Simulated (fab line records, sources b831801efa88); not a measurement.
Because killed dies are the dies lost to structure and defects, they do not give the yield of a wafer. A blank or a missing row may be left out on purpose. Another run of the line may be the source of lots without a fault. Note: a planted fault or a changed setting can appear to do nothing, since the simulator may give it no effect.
Which of the tools did it? | flow sky130 | 12 lots, 36 wafers sampled, at 1 step of a route of 708

WHAT THE GAUGES READ, wafer by wafer
SKY_CONTACT_RS_MEAS_25: the measuring method here is four-point-probe.
lot  | measured     | on            | CONTACT_W_RS (ohm/sq)
L075 | day 32 04:53 | film metro-01 | 0.339 0.325 0.334
L077 | day 32 13:32 | film metro-02 | 0.336 0.336 0.340
L079 | day 33 09:08 | film metro-01 | 0.332 0.330 0.330
L081 | day 34 00:24 | film metro-01 | 0.340 0.337 0.340
L083 | day 34 23:51 | film metro-02 | 0.336 0.333 0.336
L085 | day 35 20:50 | film metro-04 | 0.343 0.339 0.340
L087 | day 36 04:04 | film metro-04 | 0.342 0.341 0.341
L089 | day 36 16:55 | film metro-02 | 0.343 0.338 0.339
L091 | day 37 14:01 | film metro-04 | 0.344 0.343 0.348
L093 | day 37 20:38 | film metro-04 | 0.338 0.344 0.337
L095 | day 38 09:22 | film metro-04 | 0.335 0.339 0.332
L097 | day 39 03:53 | film metro-01 | 0.346 0.342 0.339

WHICH TOOL RAN EACH LOT (tool, then ch and the chambers of the sampled wafers, then the start)
Before these readings, the record contains no process step.

THE ANSWER, worked out from the rows above alone
Rule: the lots themselves supply what counts as usual. Put in order of their means at a reading, lots are off if they are a third of the lots or fewer, leave a main group of 4 or more, and stand apart from it by a gap of 3 or more times the standard deviation of the main group's means; of several such gaps the widest counts. If all means in a main group match to the digits the tables above print for the reading, that group is not used. A lot without any number at a reading at which 4 lots or more have one is off too. All remaining lots with rows at the step are treated as sound.
No lot is off on any of the readings shown, so nothing can be concluded from this.

WHAT THE SIMULATOR HAD PUT IN
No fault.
